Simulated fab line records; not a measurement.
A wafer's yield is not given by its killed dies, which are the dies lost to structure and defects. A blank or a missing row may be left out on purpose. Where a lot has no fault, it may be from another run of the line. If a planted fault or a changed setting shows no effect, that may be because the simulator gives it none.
A lot that was struck, set against a sound lot || flow sky130 || 43 out of 708 route steps
Sound: wafers L918.1, L918.2, L918.5. The struck wafers were L922.2, L922.3, L922.4. Last of all comes the cause.
Each step with rows lists, per side, the tool, then ch with its chambers, then its first start. Under that, the readings that differ: sound wafers || struck wafers || difference of the means || sigmas: that difference in standard deviations of wafers without a fault.
alike: same words and numbers on both sides, and readings whose means sit less than 2 such deviations apart. not compared: any withheld reading, any reading some wafer has no value for, any bound like >300 that may hide the same value, and any number with overlapping values for which the record gives no deviation.
The two part at a step that has a row with sigmas, a row that says differs or no value, or rows on one side only. Numbers that have no deviation but don't overlap get no sigmas and don't part them. A reading that every wafer of one side lacks parts them only if that side has two wafers or more.

first, 6 steps without rows for these wafers: SKY_GATE_OXIDE_HMDS_04 (prime time 60 s); SKY_GATE_OXIDE_COAT_05 (resist thk 1140 nm); SKY_GATE_OXIDE_SOFTBAKE_06 (time 60 s); SKY_GATE_OXIDE_EXPOSE_07 (exposes mask LVOM, target cd 600 nm); SKY_GATE_OXIDE_PEB_08; SKY_GATE_OXIDE_DEVELOP_09 (develop time 60 s).
SKY_GATE_OXIDE_OVL_MEAS_10:
  struck on overlay-01, day 16 04:51; sound on overlay-01, day 14 02:28
  alike: GATE_OXIDE_OVL
then, 2 steps without rows for these wafers: SKY_GATE_OXIDE_IMPLANT_11; SKY_GATE_OXIDE_WET_ETCH_12 (etches SiO2 in dHF, target depth 16.8 nm, time 336 s).
SKY_GATE_OXIDE_STRIP_13: strips in O2/N2.
  sound on plasma_asher-01 ch 0,1, day 14 02:45; struck on plasma_asher-01 ch 0,1, day 16 05:08
{"reading": "strip_time_to_endpoint_s (s)", "sound": "14.18 14.18 14.16", "struck": "14.26 14.27 14.28", "difference": "+0.10", "sigmas": "+2"}
  alike: drypump_motor_current_A, oes_product_au
  not compared: rf_hours_counter_h
SKY_GATE_OXIDE_TW_MEAS_14:
  struck on film_metro-04, day 16 05:15; sound on film_metro-04, day 14 02:51
  alike: GATE_OXIDE_TW
then, 1 step without rows for these wafers: SKY_GATE_OXIDE_CLEAN_15 (cleans in SC1/SC2, time 150 s).
SKY_GATE_OXIDE_OXIDATION_16: stabilise 600 s, purge 300 s, target thk 3.57 nm.
  sound on furnace-02 ch 0, day 14 06:13; struck on furnace-02 ch 0, day 16 06:26
then, 1 step without rows for these wafers: SKY_POLY_GATE_CVD_00 (deposits poly-Si, target thk 180 nm, time 720 s).
SKY_POLY_GATE_THK_MEAS_01:
  struck on film_metro-03, day 16 09:10; sound on film_metro-02, day 14 08:57
  alike: POLY_GATE_CVD_00_THK
then, 8 steps without rows for these wafers: SKY_RES_PROTECT_DEHYDRATE_00 (time 60 s); SKY_RES_PROTECT_HMDS_01 (prime time 60 s); SKY_RES_PROTECT_COAT_02 (resist thk 1140 nm); SKY_RES_PROTECT_SOFTBAKE_03 (time 60 s); SKY_RES_PROTECT_EXPOSE_04 (exposes mask RPM, target cd 1270 nm); SKY_RES_PROTECT_PEB_05; SKY_RES_PROTECT_DEVELOP_06 (develop time 60 s); SKY_POLY_GATE_IMPLANT_02.
SKY_RES_PROTECT_STRIP_07: strips in O2/N2.
  sound on plasma_asher-03 ch 0,1, day 15 10:33; struck on plasma_asher-03 ch 0,1, day 17 12:23
  alike: drypump_motor_current_A, oes_product_au, strip_time_to_endpoint_s
  not compared: rf_hours_counter_h
SKY_RES_PROTECT_TW_MEAS_08:
  struck on film_metro-04, day 17 12:30; sound on film_metro-03, day 15 10:39
  alike: POLY_GATE_TW
then, 2 steps without rows for these wafers: SKY_RES_PROTECT_CLEAN_09 (cleans in SC1/SC2, time 150 s); SKY_POLY_GATE_CVD_03 (deposits Si3N4 from DCS/NH3, target thk 75 nm, time 1290 s).
SKY_POLY_GATE_THK_MEAS_04:
  struck on film_metro-02, day 17 13:58; sound on film_metro-02, day 15 12:07
{"reading": "POLY_GATE_CVD_03_THK (nm)", "sound": "75.7 76.2 75.5", "struck": "74.4 74.0 74.3", "difference": -1.6, "sigmas": -2}
then, 8 steps without rows for these wafers: SKY_POLY_GATE_DEHYDRATE_05 (time 60 s); SKY_POLY_GATE_HMDS_06 (prime time 60 s); SKY_POLY_GATE_COAT_07 (resist thk 110 nm); SKY_POLY_GATE_COAT_08 (resist thk 450 nm); SKY_POLY_GATE_SOFTBAKE_09 (time 90 s); SKY_POLY_GATE_EXPOSE_10 (exposes mask P1M, target cd 150 nm); SKY_POLY_GATE_PEB_11; SKY_POLY_GATE_DEVELOP_12 (develop time 60 s).
SKY_POLY_GATE_CD_MEAS_13: target cd 150 nm.
  struck on cd_sem-02, day 18 19:11; sound on cd_sem-01, day 16 16:19
  alike: cd_nm
SKY_POLY_GATE_OVL_MEAS_14:
  struck on overlay-02, day 18 19:17; sound on overlay-02, day 16 16:26
  alike: POLY_GATE_OVL
SKY_POLY_GATE_ETCH_15: etches BARC in N2/H2, stops on SiO2, time 118.5 s, target depth 110 nm.
  sound on rie_diel-01 ch 0,1, day 16 16:28; struck on rie_diel-04 ch 0,1,2, day 18 19:19
  alike: bias_w, drypump_motor_current_A, oes_product_au, throttle_valve_pct
  not compared: rf_hours_counter_h
SKY_POLY_GATE_ETCH_16: etches Si3N4 in CH3F/O2, stops on poly-Si, time 147.5 s, target depth 75 nm.
  sound on rie_diel-01 ch 0,1, day 16 16:33; struck on rie_diel-04 ch 0,1,2, day 18 19:23
{"reading": "oes_product_au (a.u.)", "sound": "0.645 0.641 0.646", "struck": "0.636 0.627 0.632", "difference": -0.012, "sigmas": -2}
  alike: bias_w, drypump_motor_current_A, throttle_valve_pct
  not compared: rf_hours_counter_h
SKY_POLY_GATE_ETCH_17: etches poly-Si in HBr/Cl2, stops on SiO2, target depth 180 nm, time 70.5 s.
  sound on rie_si-01 ch 1,2,3, day 16 16:39; struck on rie_si-01 ch 0,2,3, day 18 19:29
  alike: HBr_flow_sccm, bias_w, drypump_motor_current_A, mfc_cl2_sccm, oes_product_au, throttle_valve_pct
  not compared: rf_hours_counter_h
then, 1 step without rows for these wafers: SKY_POLY_GATE_STRIP_18 (strips in O2/N2).
-- a jump in the record: the struck wafers' starts before and after are 29 days apart (it breaks off in module POLY_GATE and resumes in module PAD_OPEN, where the first step shown is number 708 of the route) --
SKY_PAD_OPEN_PROBE_99:
  struck on prober-02, day 47 12:07; sound on prober-02, day 45 21:31
{"reading": "model.etest.nfet_01v8_turned.vt_v (V)", "sound": "0.6877 0.6863 0.6934", "struck": "0.7072 0.7049 0.6941", "difference": "+0.0129", "sigmas": ""}
{"reading": "model.etest.nfet_01v8.vt_v (V)", "sound": "0.6868 0.6875 0.6891", "struck": "0.7103 0.707 0.6893", "difference": "+0.0144", "sigmas": ""}
{"reading": "model.etest.nfet_01v8_swapped.vt_v (V)", "sound": "0.6864 0.6875 0.6887", "struck": "0.7106 0.7081 0.6897", "difference": "+0.0153", "sigmas": ""}
  alike: killed_at_M0_to_M3, killed_at_M4_up, killed_at_contacts, killed_at_front_end, killed_at_other, killed_dies, killed_open, killed_short
  not compared: model.etest.cap_thin_oxide.gate_log10_a_cm2, model.etest.cap_thin_oxide.tox_acc_nm, model.etest.pfet_01v8.tox_inv_nm, model.etest.nfet_01v8.tox_inv_nm, model.etest.nfet_01v8.vt_long_v

== WHERE THEY PART ==
First at SKY_GATE_OXIDE_STRIP_13; last, within this record, at SKY_POLY_GATE_ETCH_16. Later steps at which nothing parts them and some readings are alike: SKY_POLY_GATE_ETCH_17, SKY_PAD_OPEN_PROBE_99.

WHY: what the simulator had put in
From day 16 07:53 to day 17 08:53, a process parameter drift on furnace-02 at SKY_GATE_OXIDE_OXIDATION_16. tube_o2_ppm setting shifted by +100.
